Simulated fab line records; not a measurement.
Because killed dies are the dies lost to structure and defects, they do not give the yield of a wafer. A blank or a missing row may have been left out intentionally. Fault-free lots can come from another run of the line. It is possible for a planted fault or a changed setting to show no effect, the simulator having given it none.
A single fault, viewed from 2 desks || flow sky130 || each desk has only its own numbers; what lay behind them comes last

== THE TOOL OWNER'S DESK: pvd-sputter-03 ==
At SKY_METAL5_SPUTTER_04 (material TiN, target thk 70 nm, time 58.3 s) the tool's own readings: per lot run on this tool, the mean of the sampled wafers that have a number. A lot is out of limits, marked OUT, if its mean lies more than 4 standard deviations from the usual mean; the brackets give that distance.
Columns: A = throttle-valve-pct at SKY_METAL5_SPUTTER_04, usual 29.7 %
{"lot": "L501", "first seen here": "day 43 21:14", "A": 29.3}
{"lot": "L508", "first seen here": "day 45 18:56", "A": 30.5}
{"lot": "L510", "first seen here": "day 46 07:18", "A": 29.9}
{"lot": "L522", "first seen here": "day 48 23:50", "A": 29.7}
{"lot": "L523", "first seen here": "day 49 07:32", "A": 29.8}
Finding of this desk: none of the 5 lots has anything out of limits.

== FROM THE METROLOGY DESK ==
Lot by lot, what the gauges showed, no matter which tool ran the lot: averages of those sampled wafers that carry a number. A lot is out of limits, marked OUT, if its mean lies more than 4 standard deviations from the usual mean; the brackets give that distance.
Columns: A = VIA4_W_RS at SKY_VIA4_RS_MEAS_19, usual 0.2286 ohm/sq; B = VIA4_W_THK at SKY_VIA4_THK_MEAS_20, usual 505 nm; C = METAL5_ALCU_RS at SKY_METAL5_RS_MEAS_05, usual 0.02711 ohm/sq; D = METAL5_ALCU_THK at SKY_METAL5_THK_MEAS_06, usual 1156 nm; E = PASSIVATION_CVD_00_THK at SKY_PASSIVATION_THK_MEAS_01, usual 89.8 nm; F = PASSIVATION_CVD_02_THK at SKY_PASSIVATION_THK_MEAS_03, usual 539 nm
{"lot": "L501", "first seen here": "day 43 20:38", "A": 0.2315, "B": 499, "C": 0.02709, "D": 1153, "E": 89.7, "F": 536}
{"lot": "L508", "first seen here": "day 45 18:22", "A": 0.2295, "B": 503, "C": 0.02717, "D": 1131, "E": 91.0, "F": 529}
{"lot": "L510", "first seen here": "day 46 06:38", "A": 0.2279, "B": 510, "C": 0.02747, "D": 1119, "E": 89.7, "F": 533}
{"lot": "L519", "first seen here": "day 48 13:00", "A": 0.2271, "B": 510, "C": 0.02724, "D": 1160, "E": 89.8, "F": 542}
{"lot": "L522", "first seen here": "day 48 23:15", "A": 0.2251, "B": 516, "C": 0.02728, "D": 1146, "E": 90.3, "F": 536}
{"lot": "L523", "first seen here": "day 49 06:57", "A": 0.2308, "B": 503, "C": 0.02706, "D": 1161, "E": 91.1, "F": 553}
Finding of this desk: none of the 6 lots has anything out of limits.

== ALL TOGETHER ==
Nothing out of limits was seen by the tool owner's desk.
Metrology desk: nothing out of limits seen.

== WHAT THE SIMULATOR HAD INSERTED ==
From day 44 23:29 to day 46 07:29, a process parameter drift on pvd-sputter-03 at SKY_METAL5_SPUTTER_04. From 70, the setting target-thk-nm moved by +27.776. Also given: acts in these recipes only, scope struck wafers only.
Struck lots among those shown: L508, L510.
